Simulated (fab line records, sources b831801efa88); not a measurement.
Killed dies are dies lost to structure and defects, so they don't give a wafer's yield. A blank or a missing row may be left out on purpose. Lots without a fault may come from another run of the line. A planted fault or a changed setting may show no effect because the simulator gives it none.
Which tool did it? | flow sky130 | 24 lots, 72 wafers sampled, at 3 steps of a route of 708

WHAT THE GAUGES READ, wafer by wafer
SKY_VT_ADJUST_PCH_OVL_MEAS_07.
lot  | measured     | on         | VT_ADJUST_PCH_OVL (nm)
L074 | day 10 09:33 | overlay-02 | -0.9 1.8 -2.5
L075 | day 10 11:45 | overlay-02 | 1.3 0.7 0.8
L076 | day 10 20:37 | overlay-01 | 0.4 -0.8 -1.5
L077 | day 10 21:44 | overlay-01 | -0.1 -0.6 -0.3
L078 | day 11 02:51 | overlay-02 | -2.8 -0.6 -0.3
L079 | day 11 20:56 | overlay-02 | -1.0 -0.4 1.1
L080 | day 11 22:19 | overlay-02 | -1.6 1.0 -1.5
L081 | day 12 03:04 | overlay-02 | 0.8 0.2 -0.1
L082 | day 12 11:55 | overlay-02 | 0.3 -1.1 0.5
L083 | day 12 21:59 | overlay-01 | -1.2 -1.3 -1.4
L084 | day 13 06:31 | overlay-02 | 1.5 1.5 -0.1
L085 | day 13 13:39 | overlay-02 | 1.5 -0.1 0.9
L086 | day 13 22:25 | overlay-02 | -1.1 -0.5 1.3
L087 | day 14 04:55 | overlay-02 | -0.5 0.0 0.2
L088 | day 14 13:52 | overlay-02 | -0.7 0.1 -0.5
L089 | day 14 16:36 | overlay-01 | 0.2 0.2 -0.4
L090 | day 15 02:33 | overlay-02 | 2.1 1.2 0.4
L091 | day 15 14:47 | overlay-01 | 0.8 0.5 1.5
L092 | day 16 00:21 | overlay-02 | -1.1 1.5 -0.3
L097 | day 18 05:08 | overlay-02 | -0.1 1.3 1.9
L094 | day 18 07:07 | overlay-02 | -0.3 0.0 0.4
L095 | day 18 07:38 | overlay-02 | 1.2 0.2 1.8
L096 | day 18 08:31 | overlay-02 | 1.7 -1.0 -0.1
L093 | day 18 09:02 | overlay-01 | 2.1 0.1 -0.6

SKY_GATE_OXIDE_OVL_MEAS_10.
lot  | measured     | on         | GATE_OXIDE_OVL (nm)
L074 | day 13 15:33 | overlay-02 | -0.3 0.6 2.0
L075 | day 13 20:45 | overlay-02 | 2.4 0.6 2.6
L076 | day 14 03:20 | overlay-02 | -0.6 -0.5 -1.2
L077 | day 14 12:14 | overlay-02 | -1.8 -0.6 -0.4
L078 | day 14 17:02 | overlay-01 | 1.8 2.1 0.8
L079 | day 15 09:29 | overlay-01 | 0.2 -0.4 0.1
L080 | day 15 11:22 | overlay-01 | -1.3 -1.9 1.1
L081 | day 15 20:29 | overlay-02 | 0.4 1.8 2.4
L082 | day 16 02:08 | overlay-02 | 0.2 0.4 0.1
L083 | day 16 17:49 | overlay-02 | -0.5 -0.4 2.5
L084 | day 17 03:23 | overlay-02 | -0.8 1.3 0.6
L085 | day 17 06:35 | overlay-02 | 1.4 1.2 3.6
L086 | day 17 17:29 | overlay-02 | -0.9 0.7 -1.4
L087 | day 17 23:55 | overlay-02 | -0.8 -1.0 0.0
L088 | day 18 09:29 | overlay-02 | 1.1 1.7 -0.8
L089 | day 18 18:32 | overlay-01 | 1.9 2.4 -1.5
L090 | day 19 01:11 | overlay-02 | 2.8 1.8 4.2
L091 | day 19 16:35 | overlay-02 | -0.6 -0.4 -0.7
L092 | day 20 03:06 | overlay-02 | 1.0 -0.9 1.0
L097 | day 22 06:31 | overlay-02 | 0.7 0.5 1.8
L094 | day 22 08:26 | overlay-02 | 1.8 1.2 0.2
L095 | day 22 11:17 | overlay-02 | 0.3 2.4 0.7
L096 | day 22 14:02 | overlay-02 | 1.1 1.2 -0.4
L093 | day 22 12:47 | overlay-02 | 1.7 0.6 0.4

WHICH TOOL RAN EACH LOT (tool, then ch and the chambers of the sampled wafers, then the start)
lot  | SKY_VT_ADJUST_PCH_STRIP_09
L074 | plasma_asher-04 ch 0,1, day 10 09:46
L075 | plasma_asher-03 ch 0,1, day 10 11:58
L076 | plasma_asher-02 ch 0,1, day 10 20:47
L077 | plasma_asher-02 ch 0,1, day 10 21:55
L078 | plasma_asher-04 ch 0,1, day 11 03:02
L079 | plasma_asher-03 ch 0,1, day 11 21:07
L080 | plasma_asher-02 ch 0,1, day 11 22:31
L081 | plasma_asher-02 ch 0,1, day 12 03:16
L082 | plasma_asher-03 ch 0,1, day 12 12:07
L083 | plasma_asher-03 ch 0,1, day 12 22:10
L084 | plasma_asher-02 ch 0,1, day 13 06:43
L085 | plasma_asher-04 ch 0,1, day 13 13:50
L086 | plasma_asher-03 ch 1, day 13 22:35
L087 | plasma_asher-03 ch 0,1, day 14 05:07
L088 | plasma_asher-03 ch 0,1, day 14 14:04
L089 | plasma_asher-04 ch 0,1, day 14 16:47
L090 | plasma_asher-03 ch 0, day 15 02:44
L091 | plasma_asher-03 ch 0,1, day 15 14:58
L092 | plasma_asher-02 ch 0,1, day 16 00:34
L097 | plasma_asher-04 ch 0,1, day 18 05:19
L094 | plasma_asher-03 ch 0,1, day 18 07:19
L095 | plasma_asher-03 ch 0,1, day 18 07:49
L096 | plasma_asher-03 ch 0,1, day 18 08:41
L093 | plasma_asher-04 ch 0,1, day 18 09:13
- SKY_VT_ADJUST_PCH_STRIP_09: strips in O2/N2.

WHAT THE TOOLS THEMSELVES READ (means of the sampled wafers that have a number; where no wafer has one, the mark that the record gives instead)
SKY_VT_ADJUST_PCH_STRIP_09.
lot  | tool            | drypump_motor_current_A (A) | oes_product_au (a.u.) | strip_time_to_endpoint_s (s)
L074 | plasma_asher-04 | 5.7                         | 0.720                 | 36.92
L075 | plasma_asher-03 | 6.3                         | 0.723                 | 36.94
L076 | plasma_asher-02 | 5.6                         | 0.726                 | 36.95
L077 | plasma_asher-02 | 6.1                         | 0.724                 | 36.93
L078 | plasma_asher-04 | 6.1                         | 0.722                 | 36.89
L079 | plasma_asher-03 | 5.9                         | 0.724                 | 36.93
L080 | plasma_asher-02 | 6.1                         | 0.721                 | 36.84
L081 | plasma_asher-02 | 6.1                         | 0.721                 | 36.96
L082 | plasma_asher-03 | 6.3                         | 0.719                 | 36.85
L083 | plasma_asher-03 | 5.9                         | 0.722                 | 36.96
L084 | plasma_asher-02 | 5.7                         | 0.722                 | 36.93
L085 | plasma_asher-04 | 6.1                         | 0.728                 | 36.98
L086 | plasma_asher-03 | 5.5                         | 0.718                 | 37.02
L087 | plasma_asher-03 | 5.9                         | 0.726                 | 37.14
L088 | plasma_asher-03 | 6.3                         | 0.722                 | 36.99
L089 | plasma_asher-04 | 5.8                         | 0.720                 | 37.07
L090 | plasma_asher-03 | 6.7                         | 0.719                 | 37.15
L091 | plasma_asher-03 | 5.9                         | 0.720                 | 36.83
L092 | plasma_asher-02 | 5.6                         | 0.720                 | 36.75
L097 | plasma_asher-04 | 6.1                         | 0.723                 | 36.94
L094 | plasma_asher-03 | 6.2                         | 0.724                 | 36.92
L095 | plasma_asher-03 | 5.9                         | 0.721                 | 37.06
L096 | plasma_asher-03 | 6.3                         | 0.724                 | 37.07
L093 | plasma_asher-04 | 5.7                         | 0.719                 | 36.98

THE ANSWER, worked out from the rows above alone
Rule: what is usual is taken from the lots themselves. Put in order of their means at a reading, lots are off if they are a third of the lots or fewer, leave a main group of 4 or more, and stand apart from it by a gap of 3 or more times the standard deviation of the main group's means; of several such gaps the widest counts. A main group whose means are all the same, to the digits that the tables above print for the reading, isn't used. A lot without any number at a reading at which 4 lots or more have one is off too. The other lots that the step has rows for count as sound. The gauges are gone through in route order, then the tools' own readings, and for those a lot's mean is taken as printed above. The first step at which some lot is off is used, and at that step the reading that is off furthest; a lot without a number counts as furthest.
No lot is off at any reading shown: from this, nothing can be told.

WHAT THE SIMULATOR HAD PUT IN
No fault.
